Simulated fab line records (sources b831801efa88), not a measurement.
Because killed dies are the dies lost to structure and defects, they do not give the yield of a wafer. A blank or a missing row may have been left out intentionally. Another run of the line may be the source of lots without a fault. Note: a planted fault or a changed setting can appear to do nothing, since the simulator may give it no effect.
fab line records    flow sky130    part 1 of 2: steps 1 to 32 of 40
record lots=5  wafers=15  last_day=50
route steps=708 shown SD_N@342 SD_P@359 RES_XHIGH@360 SALICIDE@361 LI_CONTACT@362
lots with no fault: from the same line, run without faults
start_h: hours from the record's first day to the start of the lot's first wafer shown    wait_h: how many hours have passed since the lot's step before this one    " repeats the value in the row above    L1.1+2: a single row standing in for several wafers    - either no value or no given start    * or withheld: withheld    < > ~ a bound
route shown NAME@n: NAME is a module with steps in the file, n the number in the route of the first one    usual: mean and standard deviation over wafers with no fault    same: alike in all rows    chamber/n: place in a boat    sites: per-site readings    _std_site: the standard deviation of these    _edge_site: the outer-site mean with the inner-site mean subtracted    radius_mm: for every site, how far away it sits from the centre of the wafer    mask NAME#n: copy n    behind: tool/chamber where the wafer was last shaped    hold: why the lot was held/for how many hours/how that ended    device: the n, p or np transistor that did not switch    end of line: tests run on the same wafers once the route is complete    a step with no rows: only its recipe    killed: not the wafer's yield, but the dies lost to structure and defects at the first sort    map: a wafer's dies, marking killed ones x, the rest . and places with no die _
set.NAME: the setting the step ran with; set.NAME@STEP: the setting that earlier step ran with    model.NAME: the simulator's own value behind a step, which no gauge read
lots at some steps of the route; a table a step, a row a wafer
services: the hour from which a tool's chamber was out of use, counted from the record's first day as start_h (under 0 if before that day), plus the number of hours and why
## steps
# step SKY_SD_N_DEHYDRATE_00
# recipe temp_c=200  time_s=60
lot.wafer   tool            chamber  start_h  wait_h
L076.1+2+3  litho_track-03  0        643.08   13.2
L079.3+5+6  litho_track-03  0        674.18   12.1
L088.2+3+5  litho_track-04  0        741.40   13.4
L093.2+3+6  litho_track-01  0        782.83   13.0
L095.1+4+6  litho_track-03  0        795.93   13.1
# step SKY_SD_N_HMDS_01
# recipe prime_time_s=60  prime_temp_c=120
lot.wafer   tool            chamber  start_h  wait_h
L076.1+2+3  litho_track-03  0        643.23   0.1
L079.3+5+6  litho_track-03  0        674.33   0.1
L088.2+3+5  litho_track-04  0        741.55   0.1
L093.2+3+6  litho_track-01  0        782.98   0.1
L095.1+4+6  litho_track-03  0        796.08   0.1
# step SKY_SD_N_COAT_02
# recipe resist=NOVOLAK  spin_rpm=3000  resist_thk_nm=1140
lot.wafer   tool            chamber  start_h  wait_h
L076.1+2+3  litho_track-03  0        643.38   0.1
L079.3+5+6  litho_track-03  0        674.48   0.1
L088.2+3+5  litho_track-04  0        741.70   0.1
L093.2+3+6  litho_track-01  0        783.13   0.1
L095.1+4+6  litho_track-03  0        796.23   0.1
# step SKY_SD_N_SOFTBAKE_03
# recipe temp_c=91.03  time_s=60  resist=NOVOLAK
lot.wafer   tool            chamber  start_h  wait_h
L076.1+2+3  litho_track-03  0        643.53   0.1
L079.3+5+6  litho_track-03  0        674.63   0.1
L088.2+3+5  litho_track-04  0        741.85   0.1
L093.2+3+6  litho_track-01  0        783.28   0.1
L095.1+4+6  litho_track-03  0        796.38   0.1
# step SKY_SD_N_EXPOSE_04
# recipe mask_id=NSDM  na=0.6  source_shape=conventional  sigma_outer=0.6  polarization=unpolarized  target_cd_nm=380  dose_mj=141
lot.wafer   tool              chamber  start_h  wait_h  mask
L076.1+2+3  iline_stepper-01  0        -        -       NSDM#0
L079.3+5+6  iline_stepper-02  0        -        -       NSDM#0
L088.2+3+5  iline_stepper-02  0        -        -       NSDM#0
L093.2+3+6  iline_stepper-01  0        -        -       NSDM#0
L095.1+4+6  iline_stepper-02  0        -        -       NSDM#0
# step SKY_SD_N_PEB_05
# recipe temp_c=withheld  time_s=*  resist=NOVOLAK
lot.wafer   tool            chamber  start_h  wait_h
L076.1+2+3  litho_track-04  0        -        -
L079.3+5+6  litho_track-01  0        -        -
L088.2+3+5  litho_track-01  0        -        -
L093.2+3+6  litho_track-01  0        -        -
L095.1+4+6  litho_track-04  0        -        -
# step SKY_SD_N_DEVELOP_06
# recipe resist=NOVOLAK  developer=TMAH  develop_time_s=60  dev_temp_c=23
lot.wafer   tool            chamber  start_h  wait_h
L076.1+2+3  litho_track-04  0        658.17   0.1
L079.3+5+6  litho_track-01  0        689.05   0.1
L088.2+3+5  litho_track-01  0        755.38   0.1
L093.2+3+6  litho_track-01  0        796.88   0.1
L095.1+4+6  litho_track-04  0        809.87   0.1
# step SKY_SD_N_CD_MEAS_07
# recipe target_cd_nm=380
# usual cd_nm=379.9/2.1
lot.wafer  tool       chamber  start_h  wait_h  cd_nm
L076.1     cd_sem-01  -        658.32   0.1     376.5
L076.2     "          -        "        "       378.8
L076.3     "          -        "        "       377.0
L079.3     cd_sem-01  -        689.19   0.1     381.3
L079.5     "          -        "        "       382.4
L079.6     "          -        "        "       380.1
L088.2     cd_sem-01  -        755.52   0.1     376.8
L088.3     "          -        "        "       377.1
L088.5     "          -        "        "       377.5
L093.2     cd_sem-01  -        797.02   0.1     374.7
L093.3     "          -        "        "       377.4
L093.6     "          -        "        "       376.5
L095.1     cd_sem-02  -        810.02   0.1     382.3
L095.4     "          -        "        "       381.2
L095.6     "          -        "        "       378.7
# step SKY_SD_N_OVL_MEAS_08
# usual SD_N_OVL=0.3/1.5
lot.wafer  tool        chamber  start_h  wait_h  SD_N_OVL[nm]
L076.1     overlay-01  -        658.44   0.1     -0.9
L076.2     "           -        "        "       -3.3
L076.3     "           -        "        "       -1.6
L079.3     overlay-01  -        689.29   0.1     2.0
L079.5     "           -        "        "       2.8
L079.6     "           -        "        "       1.3
L088.2     overlay-01  -        755.63   0.1     -0.3
L088.3     "           -        "        "       1.0
L088.5     "           -        "        "       -0.3
L093.2     overlay-02  -        797.13   0.1     -2.0
L093.3     "           -        "        "       1.6
L093.6     "           -        "        "       -0.5
L095.1     overlay-01  -        810.14   0.1     1.6
L095.4     "           -        "        "       1.6
L095.6     "           -        "        "       -0.5
# step SKY_SD_N_IMPLANT_09
# recipe species=As  energy_kev=50  dose_cm2=4e+15  tilt_deg=0
# usual beam_on_s=18.5/1.9  end_station_pressure_torr=1.31e-05/1.5e-06  faraday_current_uA=11974/1200
lot.wafer  tool          chamber  start_h  wait_h  beam_on_s  end_station_pressure_torr  faraday_current_uA
L076.1     implanter-03  0        658.48   0.0     20.0       1.15e-05                   10921
L076.2     "             0        "        "       20.2       1.15e-05                   10871
L076.3     "             0        "        "       19.9       1.23e-05                   11002
L079.3     implanter-01  0        689.36   0.1     15.6       1.48e-05                   13897
L079.5     "             0        "        "       15.7       1.43e-05                   13862
L079.6     "             0        "        "       15.8       1.54e-05                   13740
L088.2     implanter-03  0        755.69   0.0     20.6       1.1e-05                    10697
L088.3     "             0        "        "       20.5       1.19e-05                   10769
L088.5     "             0        "        "       21.1       1.2e-05                    10410
L093.2     implanter-04  0        797.19   0.0     18.8       1.32e-05                   11616
L093.3     "             0        "        "       18.6       1.25e-05                   11737
L093.6     "             0        "        "       19.2       1.29e-05                   11439
L095.1     implanter-04  0        810.18   0.0     19.8       1.36e-05                   11048
L095.4     "             0        "        "       18.9       1.37e-05                   11587
L095.6     "             0        "        "       19.2       1.32e-05                   11436
# step SKY_SD_N_IMPLANT_10
# recipe species=P  energy_kev=20  dose_cm2=1e+14  tilt_deg=0
# usual beam_on_s=11.1/0.83  end_station_pressure_torr=5.44e-06/2.8e-07  faraday_current_uA=509/38
lot.wafer  tool          chamber  start_h  wait_h  beam_on_s  end_station_pressure_torr  faraday_current_uA
L076.1     implanter-03  0        658.63   0.1     11.9       5.38e-06                   473
L076.2     "             0        "        "       12.2       5.2e-06                    463
L076.3     "             0        "        "       12.4       5.29e-06                   456
L079.3     implanter-01  0        689.51   0.1     10.1       5.31e-06                   561
L079.5     "             0        "        "       10.3       5.28e-06                   547
L079.6     "             0        "        "       9.8        5.7e-06                    578
L088.2     implanter-03  0        755.84   0.1     12.4       5.84e-06                   454
L088.3     "             0        "        "       12.1       5.22e-06                   468
L088.5     "             0        "        "       12.1       5.22e-06                   464
L093.2     implanter-04  0        797.34   0.1     11.3       5.77e-06                   498
L093.3     "             0        "        "       11.2       5.5e-06                    504
L093.6     "             0        "        "       11.3       5.1e-06                    501
L095.1     implanter-04  0        810.33   0.1     11.4       5.7e-06                    499
L095.4     "             0        "        "       10.9       5.77e-06                   515
L095.6     "             0        "        "       10.6       5.09e-06                   532
# step SKY_SD_N_STRIP_11
# recipe chemistry=O2/N2  power_w=1400  pressure_mtorr=1500  platen_temp_c=withheld  o2_flow_sccm=3000  n2_flow_sccm=300  overash_fraction=0.5
# usual drypump_motor_current_A=6.0/0.49  oes_product_au=0.528/0.0043  strip_time_to_endpoint_s=22.50/0.03
lot.wafer  tool             chamber  start_h  wait_h  drypump_motor_current_A  oes_product_au  rf_hours_counter_h  strip_time_to_endpoint_s
L076.1     plasma_asher-02  1        658.78   0.1     5.6                      0.528           87                  22.54
L076.2     "                0        "        "       5.0                      0.525           87                  22.55
L076.3     "                1        "        "       5.6                      0.531           -                   22.50
L079.3     plasma_asher-02  0        689.64   0.1     5.0                      0.526           -                   22.50
L079.5     "                0        "        "       5.0                      0.526           -                   22.47
L079.6     "                1        "        "       5.6                      0.527           -                   22.54
L088.2     plasma_asher-03  0        755.96   0.1     6.0                      0.527           64                  22.50
L088.3     "                0        "        "       6.0                      0.530           -                   22.51
L088.5     "                1        "        "       6.2                      0.520           -                   22.52
L093.2     plasma_asher-03  0        797.46   0.1     6.0                      0.528           69                  22.49
L093.3     "                0        "        "       6.0                      0.526           -                   22.50
L093.6     "                0        "        "       6.1                      0.526           -                   22.46
L095.1     plasma_asher-04  0        810.48   0.1     6.4                      0.525           36                  22.51
L095.4     "                1        "        "       6.6                      0.539           -                   22.46
L095.6     "                0        "        "       6.4                      0.528           -                   22.50
# step SKY_SD_N_TW_MEAS_12
# usual SD_N_TW=3992/18
lot.wafer  tool           chamber  start_h  wait_h  SD_N_TW
L076.1     film_metro-03  -        658.88   0.1     3989
L076.2     "              -        "        "       4012
L076.3     "              -        "        "       4005
L079.3     film_metro-03  -        689.73   0.1     3984
L079.5     "              -        "        "       3979
L079.6     "              -        "        "       4007
L088.2     film_metro-01  -        756.07   0.1     3994
L088.3     "              -        "        "       4002
L088.5     "              -        "        "       4022
L093.2     film_metro-01  -        797.57   0.1     3990
L093.3     "              -        "        "       4010
L093.6     "              -        "        "       3980
L095.1     film_metro-03  -        810.58   0.1     3979
L095.4     "              -        "        "       3983
L095.6     "              -        "        "       3987
# step SKY_SD_N_CLEAN_13
# recipe chemistry=SC1/SC2  mix=1:4:20  temp_c=70  time_s=150  dry=n2_spin
# usual bath_guard_temp_C=70.0/0.43
lot.wafer  tool          chamber  start_h  wait_h  bath_guard_temp_C
L076.1     wet_bench-01  1        658.94   0.1     69.6
L076.2     "             1        "        "       70.0
L076.3     "             1        "        "       69.7
L079.3     wet_bench-01  1        689.77   0.0     70.5
L079.5     "             1        "        "       69.9
L079.6     "             1        "        "       69.6
L088.2     wet_bench-01  3        756.12   0.0     70.4
L088.3     "             3        "        "       70.9
L088.5     "             3        "        "       71.0
L093.2     wet_bench-01  2        797.62   0.0     70.4
L093.3     "             2        "        "       70.1
L093.6     "             2        "        "       70.1
L095.1     wet_bench-04  2        810.64   0.1     69.3
L095.4     "             2        "        "       69.1
L095.6     "             2        "        "       69.4
# step SKY_SD_N_RTA_14
# recipe temp_c=1075  time_s=2  idle_temp_c=650  ramp_up_c_per_s=150  ramp_down_c_per_s=90  ambient=N2
# usual chamber_o2_ppm=2.007/0.02  lamp_power_pct=15.73/0.056  wafer_temp_C_max=1078.0/1.4
lot.wafer  tool           chamber  start_h  wait_h  chamber_o2_ppm  lamp_power_pct  wafer_temp_C_max
L076.1     rtp_anneal-01  0        658.99   0.0     1.999           15.74           1077.1
L076.2     "              0        "        "       1.993           15.73           1077.0
L076.3     "              0        "        "       2.040           15.73           1078.3
L079.3     rtp_anneal-01  0        689.84   0.0     2.013           15.74           1077.9
L079.5     "              0        "        "       1.986           15.77           1079.6
L079.6     "              0        "        "       2.005           15.79           1076.1
L088.2     rtp_anneal-01  0        756.18   0.0     2.006           15.81           1077.7
L088.3     "              0        "        "       2.025           15.74           1078.7
L088.5     "              0        "        "       1.969           15.81           1077.7
L093.2     rtp_anneal-02  0        797.68   0.0     2.036           15.73           1077.2
L093.3     "              0        "        "       2.018           15.78           1079.8
L093.6     "              0        "        "       2.017           15.75           1077.5
L095.1     rtp_anneal-02  0        810.69   0.0     2.017           15.73           1077.4
L095.4     "              0        "        "       2.021           15.61           1078.9
L095.6     "              0        "        "       2.028           15.76           1077.6
# step SKY_SD_N_RS_MEAS_16
# recipe thk_meas_gauge=four-point-probe
# usual SD_N_RS=68.56/0.13
lot.wafer  tool           chamber  start_h  wait_h  SD_N_RS[ohm/sq]
L076.1     film_metro-01  -        659.16   0.1     68.63
L076.2     "              -        "        "       68.58
L076.3     "              -        "        "       68.50
L079.3     film_metro-01  -        690.03   0.1     68.57
L079.5     "              -        "        "       68.57
L079.6     "              -        "        "       68.73
L088.2     film_metro-01  -        756.37   0.1     68.59
L088.3     "              -        "        "       68.44
L088.5     "              -        "        "       68.47
L093.2     film_metro-03  -        797.86   0.1     68.72
L093.3     "              -        "        "       68.66
L093.6     "              -        "        "       68.77
L095.1     film_metro-03  -        810.86   0.1     68.74
L095.4     "              -        "        "       68.58
L095.6     "              -        "        "       68.62
# step SKY_SD_N_RS_MEAS_17
# recipe thk_meas_gauge=four-point-probe
# usual SD_P_RS=147.1/0.36
lot.wafer  tool           chamber  start_h  wait_h  SD_P_RS[ohm/sq]
L076.1     film_metro-01  -        659.28   0.1     147.4
L076.2     "              -        "        "       147.3
L076.3     "              -        "        "       147.1
L079.3     film_metro-01  -        690.15   0.1     147.4
L079.5     "              -        "        "       147.6
L079.6     "              -        "        "       147.5
L088.2     film_metro-01  -        756.49   0.1     146.9
L088.3     "              -        "        "       146.9
L088.5     "              -        "        "       146.9
L093.2     film_metro-03  -        797.98   0.1     147.3
L093.3     "              -        "        "       147.6
L093.6     "              -        "        "       147.8
L095.1     film_metro-03  -        810.98   0.1     147.3
L095.4     "              -        "        "       146.9
L095.6     "              -        "        "       147.1
# step SKY_SD_N_RS_MEAS_18
# recipe thk_meas_gauge=four-point-probe
# usual RES_XHIGH_RS=329.5/1.2
lot.wafer  tool           chamber  start_h  wait_h  RES_XHIGH_RS[ohm/sq]
L076.1     film_metro-01  -        659.40   0.1     328.2
L076.2     "              -        "        "       328.8
L076.3     "              -        "        "       328.9
L079.3     film_metro-01  -        690.27   0.1     328.4
L079.5     "              -        "        "       329.1
L079.6     "              -        "        "       327.2
L088.2     film_metro-01  -        756.61   0.1     330.7
L088.3     "              -        "        "       331.1
L088.5     "              -        "        "       330.0
L093.2     film_metro-03  -        798.10   0.1     329.1
L093.3     "              -        "        "       328.6
L093.6     "              -        "        "       328.5
L095.1     film_metro-03  -        811.10   0.1     331.0
L095.4     "              -        "        "       330.7
L095.6     "              -        "        "       330.8
# step SKY_SALICIDE_CLEAN_00
# recipe chemistry=HF-last  time_s=30  dilution=100:1  dry=ipa_marangoni
lot.wafer   tool          chamber  start_h  wait_h
L076.1+2+3  wet_bench-03  2        659.52   0.1
L079.3+5+6  wet_bench-02  1        690.35   0.1
L088.2+3+5  wet_bench-02  0        756.71   0.1
L093.2+3+6  wet_bench-01  3        798.20   0.1
L095.1+4+6  wet_bench-03  0        811.22   0.1
# step SKY_LI_CONTACT_HDPCVD_00
# recipe material=PSG  target_thk_nm=930  sigma_open_frac=0.3  time_s=155  temp_c=600  sih4_flow_sccm=60  pressure_mtorr=6
# usual pressure_mtorr=6.000/0.013
lot.wafer  tool       chamber  start_h  wait_h  pressure_mtorr
L076.1     hdpcvd-02  1        659.54   0.0     5.985
L076.2     "          0        "        "       5.991
L076.3     "          2        "        "       5.994
L079.3     hdpcvd-01  0        690.37   0.0     6.005
L079.5     "          2        "        "       6.011
L079.6     "          0        "        "       6.005
L088.2     hdpcvd-01  2        756.73   0.0     6.016
L088.3     "          0        "        "       6.016
L088.5     "          2        "        "       6.027
L093.2     hdpcvd-01  2        798.22   0.0     5.999
L093.3     "          1        "        "       6.009
L093.6     "          2        "        "       5.986
L095.1     hdpcvd-01  0        811.24   0.0     5.992
L095.4     "          2        "        "       6.022
L095.6     "          1        "        "       5.993
# step SKY_LI_CONTACT_THK_MEAS_01
# recipe reads=PSG_of_LI_CONTACT_HDPCVD_00
# usual LI_CONTACT_HDPCVD_THK=926/11
lot.wafer  tool           chamber  start_h  wait_h  LI_CONTACT_HDPCVD_THK[nm]
L076.1     film_metro-01  -        659.64   0.1     923
L076.2     "              -        "        "       939
L076.3     "              -        "        "       931
L079.3     film_metro-02  -        690.49   0.1     927
L079.5     "              -        "        "       936
L079.6     "              -        "        "       932
L088.2     film_metro-01  -        756.84   0.1     921
L088.3     "              -        "        "       911
L088.5     "              -        "        "       912
L093.2     film_metro-02  -        798.33   0.1     948
L093.3     "              -        "        "       937
L093.6     "              -        "        "       954
L095.1     film_metro-03  -        811.34   0.1     919
L095.4     "              -        "        "       917
L095.6     "              -        "        "       925
# step SKY_LI_CONTACT_CMP_02
# recipe material=PSG  down_force_psi=4  platen_rpm=60  pad_velocity_m_s=0.94248
# usual head_pressure_psi=4.000/0.0088  motor_current_A=12.0/0.98  time_to_endpoint_s=33.2/2.4
lot.wafer  tool    chamber  start_h  wait_h  head_pressure_psi  motor_current_A  time_to_endpoint_s
L076.1     cmp-02  3        659.70   0.1     4.011              12.2             30.3
L076.2     "       0        "        "       4.005              13.8             34.8
L076.3     "       2        "        "       4.015              10.8             31.1
L079.3     cmp-02  1        690.63   0.1     3.987              12.2             32.4
L079.6     "       3        "        "       4.005              12.8             28.8
L079.5     "       0        "        "       4.009              13.2             31.4
L088.2     cmp-02  0        756.94   0.1     4.007              13.2             33.1
L088.3     "       2        "        "       4.005              11.1             32.0
L088.5     "       3        "        "       3.990              12.4             29.5
L093.3     cmp-02  2        798.51   0.2     3.990              10.7             35.9
L093.2     "       0        "        "       4.004              12.6             34.5
L093.6     "       3        "        "       3.999              13.1             31.9
L095.1     cmp-02  0        811.45   0.1     4.012              12.3             29.2
L095.4     "       1        "        "       3.995              12.1             33.3
L095.6     "       0        "        "       3.998              13.3             31.5
# step SKY_LI_CONTACT_BOW_MEAS_03
# recipe mode=bow
# usual LI_CONTACT_BOW=55/6.4
lot.wafer  tool           chamber  start_h  wait_h  LI_CONTACT_BOW[um]
L076.1     film_metro-01  -        660.00   0.2     60
L076.2     "              -        "        "       59
L076.3     "              -        "        "       55
L079.3     film_metro-02  -        690.87   0.2     61
L079.5     "              -        "        "       55
L079.6     "              -        "        "       52
L088.2     film_metro-02  -        757.21   0.2     53
L088.3     "              -        "        "       69
L088.5     "              -        "        "       55
L093.2     film_metro-03  -        798.83   0.2     46
L093.3     "              -        "        "       46
L093.6     "              -        "        "       58
L095.1     film_metro-02  -        811.70   0.2     60
L095.4     "              -        "        "       56
L095.6     "              -        "        "       54
# step SKY_LI_CONTACT_DEHYDRATE_04
# recipe temp_c=200  time_s=60
lot.wafer   tool            chamber  start_h  wait_h
L076.1+2+3  litho_track-02  0        672.71   12.7
L079.3+5+6  litho_track-02  0        703.41   12.5
L088.2+3+5  litho_track-04  0        769.90   12.7
L093.2+3+6  litho_track-04  0        810.85   12.0
L095.1+4+6  litho_track-01  0        823.75   12.0
# step SKY_LI_CONTACT_HMDS_05
# recipe prime_time_s=60  prime_temp_c=120
lot.wafer   tool            chamber  start_h  wait_h
L076.1+2+3  litho_track-02  0        672.86   0.1
L079.3+5+6  litho_track-02  0        703.56   0.1
L088.2+3+5  litho_track-04  0        770.05   0.1
L093.2+3+6  litho_track-04  0        811.00   0.1
L095.1+4+6  litho_track-01  0        823.90   0.1
# step SKY_LI_CONTACT_COAT_06
# recipe resist=BARC  temp_c=withheld  time_s=withheld  spin_rpm=3000  resist_thk_nm=60
lot.wafer   tool            chamber  start_h  wait_h
L076.1+2+3  litho_track-02  0        673.01   0.1
L079.3+5+6  litho_track-02  0        703.71   0.1
L088.2+3+5  litho_track-04  0        770.20   0.1
L093.2+3+6  litho_track-04  0        811.15   0.1
L095.1+4+6  litho_track-01  0        824.05   0.1
# step SKY_LI_CONTACT_COAT_07
# recipe resist=KrF-thick  spin_rpm=3000  resist_thk_nm=450
lot.wafer   tool            chamber  start_h  wait_h
L076.1+2+3  litho_track-02  0        -        -
L079.3+5+6  litho_track-02  0        -        -
L088.2+3+5  litho_track-04  0        -        -
L093.2+3+6  litho_track-04  0        -        -
L095.1+4+6  litho_track-01  0        -        -
# step SKY_LI_CONTACT_SOFTBAKE_08
# recipe temp_c=100  time_s=90  resist=KrF-thick
lot.wafer   tool            chamber  start_h  wait_h
L076.1+2+3  litho_track-02  0        -        -
L079.3+5+6  litho_track-02  0        -        -
L088.2+3+5  litho_track-04  0        -        -
L093.2+3+6  litho_track-04  0        -        -
L095.1+4+6  litho_track-01  0        -        -
# step SKY_LI_CONTACT_EXPOSE_09
# recipe mask_id=LICM1  na=0.8  source_shape=annular  sigma_inner=0.55  sigma_outer=0.85  target_cd_nm=170  dose_mj=38
lot.wafer   tool            chamber  start_h  wait_h  mask
L076.1+2+3  krf_scanner-02  0        -        -       LICM1#0
L079.3+5+6  krf_scanner-01  0        -        -       LICM1#0
L088.2+3+5  krf_scanner-01  0        -        -       LICM1#0
L093.2+3+6  krf_scanner-01  0        -        -       LICM1#0
L095.1+4+6  krf_scanner-02  0        -        -       LICM1#0
# step SKY_LI_CONTACT_PEB_10
# recipe peb_temp_c=withheld  peb_time_s=withheld  resist=KrF-thick
lot.wafer   tool            chamber  start_h  wait_h
L076.1+2+3  litho_track-01  0        -        -
L079.3+5+6  litho_track-02  0        -        -
L088.2+3+5  litho_track-04  0        -        -
L093.2+3+6  litho_track-02  0        -        -
L095.1+4+6  litho_track-02  0        -        -
# step SKY_LI_CONTACT_DEVELOP_11
# recipe develop_time_s=60  resist=KrF-thick  dev_temp_c=21
lot.wafer   tool            chamber  start_h  wait_h
L076.1+2+3  litho_track-01  0        -        -
L079.3+5+6  litho_track-02  0        -        -
L088.2+3+5  litho_track-04  0        -        -
L093.2+3+6  litho_track-02  0        -        -
L095.1+4+6  litho_track-02  0        -        -
# step SKY_LI_CONTACT_CD_MEAS_12
# recipe target_cd_nm=170
# usual cd_nm=170.5/1.8
lot.wafer  tool       chamber  start_h  wait_h  cd_nm
L076.1     cd_sem-02  -        687.65   -       171.8
L076.2     "          -        "        "       173.2
L076.3     "          -        "        "       171.7
L079.3     cd_sem-01  -        718.20   -       171.3
L079.5     "          -        "        "       171.6
L079.6     "          -        "        "       170.9
L088.2     cd_sem-02  -        784.14   -       170.4
L088.3     "          -        "        "       170.2
L088.5     "          -        "        "       169.3
L093.2     cd_sem-01  -        824.38   -       169.9
L093.3     "          -        "        "       169.4
L093.6     "          -        "        "       170.1
L095.1     cd_sem-01  -        837.66   -       169.9
L095.4     "          -        "        "       171.4
L095.6     "          -        "        "       171.6
